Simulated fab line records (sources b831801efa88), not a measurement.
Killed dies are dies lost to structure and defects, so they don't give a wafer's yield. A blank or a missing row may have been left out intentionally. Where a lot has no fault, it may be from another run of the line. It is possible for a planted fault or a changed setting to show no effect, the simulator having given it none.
fab line records	flow sky130
[record] lots = 6	wafers = 18	last_day = 50
route steps=708 shown FIELD_ISO@27 NWELL@32 DNWELL@35 PWDE@45 PAD_OPEN@708
lots that met no fault: taken from a fault-free run of the same line
start_h: hours from the record's first day to the start of the lot's first wafer shown	wait_h: time in hours since the lot's previous step	" the same as in the row above	L1.1+2: a row that stands for several wafers	- no value present, or no start provided	* or withheld: withheld	< > ~ a bound
route shown NAME@n: NAME is a module with steps in the file, n the number in the route of the first one	usual: mean/standard deviation taken from wafers without a fault	same: alike in all rows	chamber/n: place in a boat	sites: each site's reading	_std_site: the values' standard deviation	_edge_site: the outer-site mean with the inner-site mean subtracted	radius_mm: how far each site lies from the wafer's centre	mask NAME#n: copy n	behind: the tool/chamber that last shaped the wafer	hold: what put the lot on hold/how long, in hours/how the hold closed	device: the n, p or np transistor that did not switch	end of line: tests of these same wafers at the route's end	step lacking rows: just its recipe	killed: count of dies lost to structure and defects at first sort (not the wafer's yield)	map: a wafer's dies, marking killed ones x, the rest . and places with no die _
set.NAME: the setting that was run; set.NAME@STEP: the one run at that earlier step	model.NAME: the simulator's own value behind a step, which no gauge read
lots at selected steps of the route; one table per step, one row per wafer
services: from which hour (start_h, from the record's first day; less than 0 if before it) a tool's chamber was out of use, for how many hours, and why
[[steps]]
[step SKY_FIELD_ISO_ANNEAL_26]
[recipe] temp_c = 1000	time_s = 1800	ambient = N2
[step SKY_FIELD_ISO_CMP_27]
[recipe] stop_on = Si3N4	t_overpolish_s = 16	down_force_psi = 4	platen_rpm = 60	target_thk_nm = 457.8	pad_velocity_m_s = 0.94248
[usual] edge_zone_pressure_frac = 1.000/0.0053	motor_current_A = 12.1/0.83	overpolish_run_s = 15.998/0.0091	slurry_filter_dp_kPa = 13.50/0.13	time_to_endpoint_s = 113/4.1
lot.wafer	tool	chamber	start_h	wait_h	edge_zone_pressure_frac	motor_current_A	overpolish_run_s	slurry_filter_dp_kPa	time_to_endpoint_s
L347.3	cmp-01	2	48.94	0.0	0.995	11.3	15.998	13.49	118
L347.2	"	1	"	"	1.004	12.4	15.984	13.53	107
L347.6	"	3	"	"	1.000	12.1	16.005	13.62	112
L355.1	cmp-01	0	91.03	0.1	1.000	11.5	15.976	13.63	110
L355.4	"	1	"	"	0.996	13.8	16.006	13.39	110
L355.6	"	0	"	"	1.004	11.0	15.992	13.39	111
L357.1	cmp-02	3	101.74	0.0	0.991	12.2	16.007	13.51	118
L357.2	"	1	"	"	1.005	11.6	16.012	13.78	121
L357.5	"	3	"	"	0.998	11.7	15.991	13.53	115
L363.1	cmp-02	3	131.97	0.0	1.005	12.0	15.994	13.53	112
L363.3	"	0	"	"	0.999	11.7	16.017	13.53	110
L363.4	"	2	"	"	0.991	13.0	15.985	13.24	115
L364.3	cmp-01	1	142.97	0.0	0.999	13.2	16.000	13.54	110
L364.4	"	2	"	"	1.003	10.9	16.007	13.49	114
L364.5	"	1	"	"	0.992	13.2	16.006	13.63	108
L367.2	cmp-01	0	165.57	0.0	1.000	11.8	15.981	13.44	111
L367.1	"	2	"	"	0.993	11.4	15.998	13.56	115
L367.4	"	3	"	"	0.994	12.4	15.993	13.68	110
[step SKY_FIELD_ISO_WET_ETCH_28]
[recipe] chemistry = dHF	target_depth_nm = 23.7	target = SiO2	dilution = 10:1	temp_c = 25	time_s = 47
[step SKY_FIELD_ISO_WET_ETCH_29]
[recipe] chemistry = H3PO4	target_depth_nm = 160	target = Si3N4	temp_c = 160	time_s = 1825
[step SKY_FIELD_ISO_WET_ETCH_30]
[recipe] chemistry = dHF	target_depth_nm = 25	target = SiO2	dilution = 10:1	temp_c = 25	time_s = 50
[step SKY_NWELL_CLEAN_00]
[recipe] chemistry = SC1/SC2	mix = 1:4:20	temp_c = 70	time_s = 150	dry = n2_spin
[step SKY_NWELL_OXIDATION_01]
[recipe] temp_c = 900	ambient = O2	stabilise_s = 600	purge_s = 300	target_thk_a = 100	ox_time_s = 1418
[step SKY_NWELL_THK_MEAS_02]
[recipe] reads = SiO2_of_NWELL_OXIDATION_01
[usual] NWELL_OXIDATION_THK = 10.11/0.17
lot.wafer	tool	chamber	start_h	wait_h	NWELL_OXIDATION_THK[nm]
L347.2	film_metro-02	-	52.94	0.0	9.98
L347.3	"	-	"	"	10.13
L347.6	"	-	"	"	9.94
L355.1	film_metro-03	-	93.84	0.0	9.91
L355.4	"	-	"	"	9.81
L355.6	"	-	"	"	9.91
L357.1	film_metro-02	-	104.55	0.0	10.10
L357.2	"	-	"	"	10.12
L357.5	"	-	"	"	10.01
L363.1	film_metro-03	-	137.53	0.0	10.19
L363.3	"	-	"	"	10.38
L363.4	"	-	"	"	10.19
L364.3	film_metro-03	-	151.35	0.0	10.19
L364.4	"	-	"	"	10.15
L364.5	"	-	"	"	10.17
L367.1	film_metro-02	-	169.65	0.0	9.94
L367.2	"	-	"	"	9.99
L367.4	"	-	"	"	10.03
[step SKY_DNWELL_DEHYDRATE_00]
[recipe] temp_c = 200	time_s = 60
[step SKY_DNWELL_HMDS_01]
[recipe] prime_time_s = 60	prime_temp_c = 120
[step SKY_DNWELL_COAT_02]
[recipe] spin_rpm = 2000	resist_thk_nm = 3000
[step SKY_DNWELL_SOFTBAKE_03]
[recipe] temp_c = 110	time_s = withheld
[step SKY_DNWELL_EXPOSE_04]
[recipe] mask_id = DNM	na = 0.57	target_cd_nm = 3000	dose_mj = 222
[usual] reticle_temp_C = 23.00/0.099
lot.wafer	tool	chamber	start_h	wait_h	mask	reticle_temp_C
L347.2	iline_stepper-02	0	60.35	-	DNM#0	22.93
L347.3	"	0	"	"	DNM#0	22.99
L347.6	"	0	"	"	DNM#0	22.93
L355.1	iline_stepper-02	0	103.36	-	DNM#0	23.04
L355.4	"	0	"	"	DNM#0	22.90
L355.6	"	0	"	"	DNM#0	22.97
L357.1	iline_stepper-02	0	113.67	-	DNM#0	23.03
L357.2	"	0	"	"	DNM#0	23.19
L357.5	"	0	"	"	DNM#0	23.06
L363.1	iline_stepper-01	0	147.51	-	DNM#0	22.96
L363.3	"	0	"	"	DNM#0	22.87
L363.4	"	0	"	"	DNM#0	23.10
L364.3	iline_stepper-01	0	161.07	-	DNM#0	22.87
L364.4	"	0	"	"	DNM#0	22.89
L364.5	"	0	"	"	DNM#0	22.85
L367.1	iline_stepper-01	0	178.89	-	DNM#0	22.85
L367.2	"	0	"	"	DNM#0	22.92
L367.4	"	0	"	"	DNM#0	23.01
[step SKY_DNWELL_PEB_05]
[recipe] temp_c = 115	time_s = withheld
[step SKY_DNWELL_DEVELOP_06]
[recipe] wall_angle_deg = 90	developer = TMAH	develop_time_s = 60	dev_temp_c = 23
[step SKY_DNWELL_IMPLANT_07]
[recipe] species = P	energy_kev = withheld	dose_cm2 = withheld	tilt_deg = withheld
[step SKY_DNWELL_STRIP_08]
[recipe] chemistry = O2/N2	power_w = 1400	pressure_mtorr = 1500	platen_temp_c = withheld	o2_flow_sccm = 3000	n2_flow_sccm = 300	overash_fraction = 0.5
[usual] drypump_motor_current_A = 5.7/0.39	n2_flow_sccm = 299.9/0.85	o2_flow_sccm = 3002/9.9	oes_product_au = 0.722/0.0041	strip_time_to_endpoint_s = 36.89/0.095
lot.wafer	tool	chamber	start_h	wait_h	drypump_motor_current_A	n2_flow_sccm	o2_flow_sccm	oes_product_au	rf_hours_counter_h	strip_time_to_endpoint_s
L347.2	plasma_asher-03	1	68.44	0.1	5.2	301.1	3004	0.723	27	37.07
L347.3	"	1	"	"	5.2	299.8	3008	0.721	-	36.99
L347.6	"	0	"	"	6.2	300.5	2994	0.726	-	37.00
L355.1	plasma_asher-03	1	111.58	0.1	5.1	300.5	3000	0.723	31	36.69
L355.4	"	0	"	"	6.2	300.8	3011	0.727	-	36.82
L355.6	"	1	"	"	5.1	301.1	2993	0.721	-	36.91
L357.1	plasma_asher-02	1	123.08	0.1	6.1	299.6	3024	0.716	0	37.01
L357.2	"	0	"	"	5.3	298.6	2998	0.720	0	36.96
L357.5	"	1	"	"	6.1	299.6	3008	0.723	-	36.99
L363.1	plasma_asher-03	0	155.89	0.1	6.2	299.8	3005	0.718	36	36.78
L363.3	"	1	"	"	5.2	299.7	2999	0.722	-	36.76
L363.4	"	0	"	"	6.2	299.4	3012	0.723	-	36.83
L364.3	plasma_asher-02	1	170.27	0.1	6.1	299.6	3004	0.722	-	36.98
L364.4	"	0	"	"	5.3	300.0	3017	0.723	-	36.87
L364.5	"	1	"	"	6.1	299.5	2992	0.719	-	36.84
L367.1	plasma_asher-01	0	188.74	0.1	5.7	299.4	2989	0.713	48	36.95
L367.2	"	1	"	"	5.9	298.2	3018	0.720	48	36.86
L367.4	"	0	"	"	5.7	299.6	2982	0.727	-	36.85
[step SKY_DNWELL_TW_MEAS_09]
[usual] DNWELL_TW = 1125/6.7
lot.wafer	tool	chamber	start_h	wait_h	DNWELL_TW
L347.2	film_metro-02	-	68.55	0.1	1131
L347.3	"	-	"	"	1137
L347.6	"	-	"	"	1137
L355.1	film_metro-03	-	111.68	0.1	1125
L355.4	"	-	"	"	1128
L355.6	"	-	"	"	1122
L357.1	film_metro-04	-	123.18	0.1	1121
L357.2	"	-	"	"	1121
L357.5	"	-	"	"	1124
L363.1	film_metro-03	-	155.99	0.1	1120
L363.3	"	-	"	"	1127
L363.4	"	-	"	"	1124
L364.3	film_metro-02	-	170.35	0.1	1117
L364.4	"	-	"	"	1114
L364.5	"	-	"	"	1116
L367.1	film_metro-03	-	188.84	0.1	1116
L367.2	"	-	"	"	1116
L367.4	"	-	"	"	1119
[step SKY_PWDE_DEHYDRATE_00]
[recipe] temp_c = 200	time_s = 60
[step SKY_PWDE_HMDS_01]
[recipe] prime_time_s = 60	prime_temp_c = 120
[step SKY_PWDE_COAT_02]
[recipe] spin_rpm = 2000	resist_thk_nm = 3000
[step SKY_PWDE_SOFTBAKE_03]
[recipe] temp_c = 110	time_s = withheld
[step SKY_PWDE_EXPOSE_04]
[recipe] mask_id = PWDEM	na = 0.6	source_shape = conventional	sigma_outer = 0.6	polarization = unpolarized	target_cd_nm = 840	dose_mj = 214
[step SKY_PWDE_PEB_05]
[recipe] temp_c = 115	time_s = withheld
[step SKY_PWDE_DEVELOP_06]
[recipe] wall_angle_deg = 90	developer = TMAH	develop_time_s = 60	dev_temp_c = 23
[step SKY_PWDE_OVL_MEAS_07]
[usual] PWDE_OVL = 0.8/1.5
lot.wafer	tool	chamber	start_h	wait_h	PWDE_OVL[nm]
L347.2	overlay-01	-	84.99	-	2.0
L347.3	"	-	"	"	3.1
L347.6	"	-	"	"	2.2
L355.1	overlay-01	-	129.98	-	0.2
L355.4	"	-	"	"	0.7
L355.6	"	-	"	"	-0.7
L357.1	overlay-02	-	142.13	-	-0.1
L357.2	"	-	"	"	3.2
L357.5	"	-	"	"	0.9
L363.1	overlay-01	-	174.83	-	-1.5
L363.3	"	-	"	"	-0.4
L363.4	"	-	"	"	-0.2
L364.3	overlay-02	-	190.24	-	0.1
L364.4	"	-	"	"	1.2
L364.5	"	-	"	"	0.6
L367.1	overlay-02	-	209.83	-	2.7
L367.2	"	-	"	"	2.2
L367.4	"	-	"	"	2.0
[step SKY_PWDE_IMPLANT_08]
[recipe] species = B	energy_kev = 150	dose_cm2 = 3.6e+12	tilt_deg = withheld
[step SKY_PWDE_STRIP_09]
[recipe] chemistry = O2/N2	power_w = 1400	pressure_mtorr = 1500	platen_temp_c = withheld	o2_flow_sccm = 3000	n2_flow_sccm = 300	overash_fraction = 0.5
[usual] drypump_motor_current_A = 5.7/0.38	n2_flow_sccm = 300.1/1.1	o2_flow_sccm = 3000/8.4	oes_product_au = 0.722/0.0049	strip_time_to_endpoint_s = 36.93/0.11
lot.wafer	tool	chamber	start_h	wait_h	drypump_motor_current_A	n2_flow_sccm	o2_flow_sccm	oes_product_au	rf_hours_counter_h	strip_time_to_endpoint_s
L347.2	plasma_asher-03	1	85.17	0.1	5.2	298.4	2999	0.724	28	36.98
L347.3	"	0	"	"	6.2	300.6	2995	0.711	-	37.00
L347.6	"	0	"	"	6.2	300.8	3004	0.718	-	36.99
L355.1	plasma_asher-03	1	130.17	0.1	5.2	300.6	2990	0.719	33	37.05
L355.4	"	1	"	"	5.2	300.3	2981	0.726	-	37.00
L355.6	"	1	"	"	5.2	300.9	2988	0.726	-	37.10
L357.1	plasma_asher-04	1	142.32	0.1	5.7	299.1	3011	0.709	46	36.86
L357.2	"	0	"	"	5.7	301.2	2996	0.718	46	36.94
L357.5	"	0	"	"	5.7	299.7	2996	0.722	-	36.82
L363.1	plasma_asher-03	1	175.02	0.1	5.2	300.9	3014	0.725	37	36.83
L363.3	"	1	"	"	5.1	300.5	2995	0.721	-	36.91
L363.4	"	0	"	"	6.2	299.4	3004	0.726	-	36.82
L364.3	plasma_asher-01	0	190.45	0.1	5.7	300.3	2996	0.723	-	37.02
L364.4	"	1	"	"	5.9	301.2	3001	0.725	-	37.02
L364.5	"	0	"	"	5.7	300.2	3016	0.712	-	37.06
L367.1	plasma_asher-03	1	210.01	0.1	5.2	298.6	3001	0.728	41	37.09
L367.2	"	0	"	"	6.2	300.6	2986	0.723	41	37.07
L367.4	"	1	"	"	5.2	299.3	2997	0.723	-	37.06
[step SKY_PWDE_TW_MEAS_10]
[usual] PWDE_TW = 377.6/1.8
lot.wafer	tool	chamber	start_h	wait_h	PWDE_TW
L347.2	film_metro-04	-	85.28	0.1	375.9
L347.3	"	-	"	"	376.3
L347.6	"	-	"	"	377.1
L355.1	film_metro-04	-	130.27	0.1	375.2
L355.4	"	-	"	"	375.0
L355.6	"	-	"	"	377.0
L357.1	film_metro-04	-	142.42	0.1	375.0
L357.2	"	-	"	"	376.6
L357.5	"	-	"	"	375.3
L363.1	film_metro-03	-	175.12	0.1	377.1
L363.3	"	-	"	"	374.6
L363.4	"	-	"	"	375.9
L364.3	film_metro-03	-	190.53	0.1	376.1
L364.4	"	-	"	"	375.8
L364.5	"	-	"	"	375.5
L367.1	film_metro-02	-	210.11	0.1	378.9
L367.2	"	-	"	"	380.0
L367.4	"	-	"	"	378.7
[step SKY_NWELL_DEHYDRATE_03]
[recipe] temp_c = 200	time_s = 60
[step SKY_NWELL_HMDS_04]
[recipe] prime_time_s = 60	prime_temp_c = 120
[step SKY_NWELL_COAT_05]
[recipe] spin_rpm = 2000	resist_thk_nm = 3000
[step SKY_NWELL_SOFTBAKE_06]
[recipe] temp_c = 110	time_s = withheld
[step SKY_NWELL_EXPOSE_07]
[recipe] mask_id = NWM	na = 0.6	source_shape = conventional	sigma_outer = 0.6	polarization = unpolarized	target_cd_nm = 840	dose_mj = 255
[step SKY_NWELL_PEB_08]
[recipe] temp_c = 115	time_s = withheld
[step SKY_NWELL_DEVELOP_09]
[recipe] wall_angle_deg = 90	developer = TMAH	develop_time_s = 60	dev_temp_c = 23
[step SKY_NWELL_OVL_MEAS_10]
[usual] NWELL_00_OVL = 0.0/1.6
lot.wafer	tool	chamber	start_h	wait_h	NWELL_00_OVL[nm]
L347.2	overlay-01	-	103.39	-	0.6
L347.3	"	-	"	"	-2.2
L347.6	"	-	"	"	-1.0
L355.1	overlay-02	-	149.73	-	0.3
L355.4	"	-	"	"	-0.8
L355.6	"	-	"	"	-0.8
L357.1	overlay-01	-	161.19	-	-0.5
L357.2	"	-	"	"	-0.3
L357.5	"	-	"	"	1.5
L363.1	overlay-01	-	195.89	-	-1.1
L363.3	"	-	"	"	-1.8
L363.4	"	-	"	"	-0.4
L364.3	overlay-01	-	212.25	-	-0.8
L364.4	"	-	"	"	-1.4
L364.5	"	-	"	"	-0.4
L367.1	overlay-01	-	232.28	-	0.1
L367.2	"	-	"	"	0.4
L367.4	"	-	"	"	0.7
[step SKY_NWELL_IMPLANT_11]
[recipe] species = P	energy_kev = 400	dose_cm2 = 1.9e+13	tilt_deg = withheld
[step SKY_NWELL_IMPLANT_12]
[recipe] species = P	energy_kev = 120	dose_cm2 = 1.3e+12	tilt_deg = withheld
[step SKY_NWELL_IMPLANT_13]
[recipe] species = P	energy_kev = 50	dose_cm2 = 7e+11	tilt_deg = withheld
[step SKY_NWELL_STRIP_14]
[recipe] chemistry = O2/N2	power_w = 1400	pressure_mtorr = 1500	platen_temp_c = withheld	o2_flow_sccm = 3000	n2_flow_sccm = 300	overash_fraction = 0.5
[usual] drypump_motor_current_A = 5.74/0.27	n2_flow_sccm = 300.1/0.96	o2_flow_sccm = 3001/8.1	oes_product_au = 0.722/0.0044	strip_time_to_endpoint_s = 36.91/0.11
lot.wafer	tool	chamber	start_h	wait_h	drypump_motor_current_A	n2_flow_sccm	o2_flow_sccm	oes_product_au	rf_hours_counter_h	strip_time_to_endpoint_s
L347.2	plasma_asher-04	1	103.87	0.1	5.72	301.1	3018	0.726	42	36.75
L347.3	"	1	"	"	5.68	300.9	3008	0.724	-	36.87
L347.6	"	0	"	"	5.72	299.4	2998	0.722	-	36.87
L355.1	plasma_asher-04	1	150.21	0.1	5.75	299.0	3003	0.728	47	36.98
L355.4	"	1	"	"	5.76	299.3	3002	0.719	-	36.85
L355.6	"	0	"	"	5.70	298.8	2997	0.716	-	36.96
L357.1	plasma_asher-02	1	161.67	0.1	6.09	299.2	3005	0.719	4	36.94
L357.2	"	0	"	"	5.26	299.0	3009	0.726	4	36.93
L357.5	"	1	"	"	6.08	300.6	3003	0.724	-	36.89
L363.1	plasma_asher-01	1	196.37	0.1	5.92	298.9	2991	0.725	49	37.05
L363.3	"	0	"	"	5.72	300.0	3001	0.719	-	37.10
L363.4	"	1	"	"	5.91	300.6	2994	0.708	-	36.96
L364.3	plasma_asher-02	1	212.76	0.1	6.07	299.2	3009	0.716	-	37.01
L364.4	"	0	"	"	5.25	299.7	3003	0.725	-	36.84
L364.5	"	0	"	"	5.23	299.5	3005	0.719	-	36.97
L367.1	plasma_asher-02	1	232.76	0.1	6.08	298.0	3002	0.719	11	36.91
L367.2	"	0	"	"	5.29	299.6	3002	0.726	11	36.80
L367.4	"	0	"	"	5.28	299.7	3007	0.720	-	36.89
[step SKY_NWELL_TW_MEAS_15]
[usual] NWELL_TW = 1836/8
lot.wafer	tool	chamber	start_h	wait_h	NWELL_TW
L347.2	film_metro-03	-	103.98	0.1	1847
L347.3	"	-	"	"	1833
L347.6	"	-	"	"	1844
L355.1	film_metro-02	-	150.31	0.1	1834
L355.4	"	-	"	"	1837
L355.6	"	-	"	"	1831
L357.1	film_metro-02	-	161.77	0.1	1843
L357.2	"	-	"	"	1828
L357.5	"	-	"	"	1840
L363.1	film_metro-03	-	196.47	0.1	1845
L363.3	"	-	"	"	1839
L363.4	"	-	"	"	1849
L364.3	film_metro-04	-	212.84	0.1	1844
L364.4	"	-	"	"	1840
L364.5	"	-	"	"	1831
L367.1	film_metro-04	-	232.86	0.1	1835
L367.2	"	-	"	"	1831
L367.4	"	-	"	"	1821
[step SKY_PAD_OPEN_PROBE_99]
[usual] killed_at_M0_to_M3 = 44/7.2	killed_at_M4_up = 3.1/1.7	killed_at_contacts = 25/5.1	killed_at_front_end = 14/4.6	killed_at_other = 0.3/0.59	killed_dies = 86/9.6	killed_open = 47/7.4	killed_short = 39/6
[same] gross_dies = 492	killed_at_back_side = 0
lot.wafer	tool	chamber	start_h	wait_h	killed_at_M0_to_M3	killed_at_M4_up	killed_at_contacts	killed_at_front_end	killed_at_other	killed_dies	killed_open	killed_short	model.etest.res_deep_nwell.width_nm	model.etest.res_deep_nwell.line_ohm_um
L347.2	prober-01	-	1087.26	0.1	46	3	27	17	0	93	45	48	2997	755.1
L347.3	prober-01	-	1087.31	0.2	36	5	24	20	1	86	50	36	2995	766.4
L347.6	prober-01	-	1087.46	0.2	38	3	19	11	1	72	45	27	3006	749.8
L355.1	prober-01	-	1131.31	0.1	53	2	29	16	1	101	59	42	3114	706.6
L355.4	prober-01	-	1131.46	0.2	42	2	24	24	2	94	48	46	3111	702.8
L355.6	prober-01	-	1131.56	0.2	46	2	22	25	0	95	60	35	3197	694.1
L357.1	prober-01	-	1140.17	0.1	46	3	28	17	0	94	50	44	3127	709.4
L357.2	prober-01	-	1140.22	0.1	43	4	29	11	0	87	38	49	3139	700.9
L357.5	prober-01	-	1140.37	0.2	51	5	27	17	1	101	57	43	3277	678.3
L363.1	prober-01	-	1171.69	0.1	43	8	20	11	0	82	42	40	2994	726.4
L363.3	prober-01	-	1171.79	0.2	35	6	13	7	0	61	28	33	2994	738.8
L363.4	prober-01	-	1171.84	0.2	48	4	21	9	0	82	41	41	2979	714.8
L364.3	prober-02	-	1183.10	0.2	41	6	34	18	0	99	56	43	2973	740.5
L364.4	prober-02	-	1183.15	0.2	42	5	26	15	0	88	52	36	2993	725.8
L364.5	prober-02	-	1183.20	0.2	51	6	22	15	0	94	49	45	2986	714.5
L367.1	prober-02	-	1195.45	0.1	42	4	34	16	1	97	51	46	2976	728
L367.2	prober-02	-	1195.50	0.1	38	5	19	15	0	77	37	40	2991	724.2
L367.4	prober-02	-	1195.60	0.2	39	4	21	19	0	83	42	41	2982	741.9
// killed by level:class
L347.2 VIA1:geometric_particle:open=11 FIELD_ISO:geometric_particle:open=7 METAL1:geometric_particle:short=7 VIA3:geometric_particle:open=6 LOCAL_INTERCONNECT:geometric_particle:short=6 CONTACT:geometric_particle:open=6 CONTACT:geometric_particle:short=5 LI_CONTACT:geometric_particle:open=5
L347.3 VIA1:geometric_particle:open=12 POLY_GATE:geometric_particle:open=7 LI_CONTACT:geometric_particle:open=6 LOCAL_INTERCONNECT:geometric_particle:short=6 VIA3:geometric_particle:open=6 METAL1:geometric_particle:short=5 CONTACT:geometric_particle:short=5 CONTACT:geometric_particle:open=5
L347.6 VIA2:geometric_particle:open=9 CONTACT:geometric_particle:open=8 VIA1:geometric_particle:open=7 VIA2:geometric_particle:short=5 POLY_GATE:geometric_particle:open=4 LI_CONTACT:geometric_particle:open=4 VIA1:geometric_particle:short=4 FIELD_ISO:geometric_particle:short=3
L355.1 VIA1:geometric_particle:open=15 CONTACT:geometric_particle:open=11 VIA1:geometric_particle:short=11 VIA2:geometric_particle:open=9 POLY_GATE:geometric_particle:open=5 LI_CONTACT:geometric_particle:open=5 LOCAL_INTERCONNECT:geometric_particle:short=5 METAL1:geometric_particle:short=5
L355.4 VIA1:geometric_particle:open=9 FIELD_ISO:geometric_particle:open=8 FIELD_ISO:geometric_particle:short=8 LI_CONTACT:geometric_particle:open=7 METAL2:geometric_particle:short=7 LOCAL_INTERCONNECT:geometric_particle:short=6 CONTACT:geometric_particle:open=6 VIA3:geometric_particle:open=6
L355.6 VIA1:geometric_particle:open=19 LI_CONTACT:geometric_particle:open=8 CONTACT:geometric_particle:open=8 POLY_GATE:geometric_particle:open=7 FIELD_ISO:geometric_particle:short=6 FIELD_ISO:geometric_particle:open=5 METAL1:geometric_particle:short=5 POLY_GATE:geometric_particle:short=4
L357.1 VIA1:geometric_particle:open=12 LI_CONTACT:geometric_particle:open=9 CONTACT:geometric_particle:open=9 FIELD_ISO:geometric_particle:short=7 VIA3:geometric_particle:open=6 FIELD_ISO:geometric_particle:open=5 METAL2:geometric_particle:short=5 VIA2:geometric_particle:short=5
L357.2 CONTACT:geometric_particle:short=9 VIA3:geometric_particle:short=8 VIA2:geometric_particle:open=8 METAL1:geometric_particle:short=8 CONTACT:geometric_particle:open=7 LI_CONTACT:geometric_particle:open=6 VIA1:geometric_particle:open=6 FIELD_ISO:geometric_particle:open=5
L357.5 CONTACT:geometric_particle:open=13 VIA2:geometric_particle:open=9 METAL2:geometric_particle:short=9 LI_CONTACT:geometric_particle:open=8 VIA1:geometric_particle:open=7 VIA1:geometric_particle:short=5 CONTACT:geometric_particle:short=4 FIELD_ISO:geometric_particle:open=4
L363.1 CONTACT:geometric_particle:open=10 VIA1:geometric_particle:short=10 VIA1:geometric_particle:open=9 METAL4:geometric_particle:short=7 VIA3:geometric_particle:open=6 VIA2:geometric_particle:open=6 FIELD_ISO:geometric_particle:short=3 LI_CONTACT:geometric_particle:short=3
L363.3 VIA1:geometric_particle:open=9 VIA2:geometric_particle:open=7 METAL4:geometric_particle:short=6 POLY_GATE:geometric_particle:short=5 LI_CONTACT:geometric_particle:open=4 VIA1:geometric_particle:short=4 CONTACT:geometric_particle:open=3 VIA3:geometric_particle:short=3
L363.4 METAL1:geometric_particle:short=11 LI_CONTACT:geometric_particle:open=9 VIA2:geometric_particle:open=7 VIA3:geometric_particle:open=6 CONTACT:geometric_particle:open=6 POLY_GATE:geometric_particle:open=5 METAL2:geometric_particle:short=5 LOCAL_INTERCONNECT:geometric_particle:short=4
L364.3 CONTACT:geometric_particle:open=13 VIA1:geometric_particle:open=9 FIELD_ISO:geometric_particle:open=7 LI_CONTACT:geometric_particle:open=7 LOCAL_INTERCONNECT:geometric_particle:short=7 VIA3:geometric_particle:short=6 FIELD_ISO:geometric_particle:short=5 CONTACT:geometric_particle:short=5
L364.4 LI_CONTACT:geometric_particle:open=9 VIA1:geometric_particle:open=7 VIA2:geometric_particle:open=7 FIELD_ISO:geometric_particle:open=6 CONTACT:geometric_particle:short=5 METAL1:geometric_particle:open=5 METAL4:geometric_particle:short=5 METAL1:geometric_particle:short=4
L364.5 CONTACT:geometric_particle:open=13 VIA1:geometric_particle:open=12 VIA3:geometric_particle:open=7 FIELD_ISO:geometric_particle:short=6 METAL2:geometric_particle:short=6 VIA3:geometric_particle:short=6 CONTACT:geometric_particle:short=5 METAL1:geometric_particle:short=5
L367.1 CONTACT:geometric_particle:open=13 LI_CONTACT:geometric_particle:open=10 METAL1:geometric_particle:short=10 LOCAL_INTERCONNECT:geometric_particle:short=7 VIA3:geometric_particle:open=6 VIA1:geometric_particle:open=5 VIA2:geometric_particle:open=5 VIA2:geometric_particle:short=4
L367.2 LI_CONTACT:geometric_particle:open=9 VIA2:geometric_particle:open=8 VIA3:geometric_particle:short=7 POLY_GATE:geometric_particle:short=5 METAL2:geometric_particle:short=5 POLY_GATE:geometric_particle:open=4 CONTACT:geometric_particle:open=4 METAL1:geometric_particle:short=4
L367.4 LI_CONTACT:geometric_particle:open=11 METAL1:geometric_particle:short=8 VIA1:geometric_particle:open=8 POLY_GATE:geometric_particle:short=7 VIA1:geometric_particle:short=7 VIA2:geometric_particle:open=6 FIELD_ISO:geometric_particle:open=5 METAL4:geometric_particle:short=4
[[services]]
tool	chamber	start_h	hours	kind
plasma_asher-01	-	26.47	1.9	repair
iline_stepper-01	-	31.63	1.7	pm
plasma_asher-01	-	32.63	1.6	repair
plasma_asher-01	-	35.59	2.5	repair
iline_stepper-01	-	41.42	5.4	repair
iline_stepper-02	-	56.85	1.7	pm
cmp-01	-	62.48	1.4	repair
cmp-01	-	64.19	4.0	pm
iline_stepper-02	-	67.97	0.6	repair
cmp-01	-	68.19	-	consumable_replace:conditioner
cmp-01	-	68.19	-	consumable_replace:pad
plasma_asher-04	-	89.30	3.9	repair
plasma_asher-02	-	108.75	9.0	pm
plasma_asher-02	0	108.75	9.0	vent_cycle
plasma_asher-02	1	108.75	9.0	vent_cycle
plasma_asher-02	0	117.75	-	clean
plasma_asher-02	1	117.75	-	clean
iline_stepper-02	-	120.34	13.6	repair
iline_stepper-02	-	137.35	1.9	repair
iline_stepper-02	-	170.02	5.1	repair
cmp-02	-	179.74	1.0	repair
cmp-01	-	185.24	3.7	pm
cmp-01	-	227.96	2.5	repair
cmp-02	-	232.00	4.0	pm
[[key]]
first_sign none at tools or gauges
[model_effect] step = SKY_PAD_OPEN_PROBE_99	value = etest.res_deep_nwell.width_nm	without = 3002	struck = 3161
met_at SKY_DNWELL_EXPOSE_04
struck_wafers L355.1,L355.4,L355.6,L357.1,L357.2,L357.5
tester_left_out L355,L357
onset_between 60.35 103.36
[fault] kind = process_parameter_drift	tool = iline_stepper-02	chamber = -	onset_h = 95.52	steps = SKY_DNWELL_EXPOSE_04	channel = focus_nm	offset = 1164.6	spread_by_wafer = 0.3	shape = step	end_h = 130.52
// tester_left_out: of these lots the tester's yield and bins aren't shown, on N5 and GAA mostly nor the transistor test; their killed dies are dies lost to structure and defects alone, not to doping, threshold or leakage, so they don't give the yield
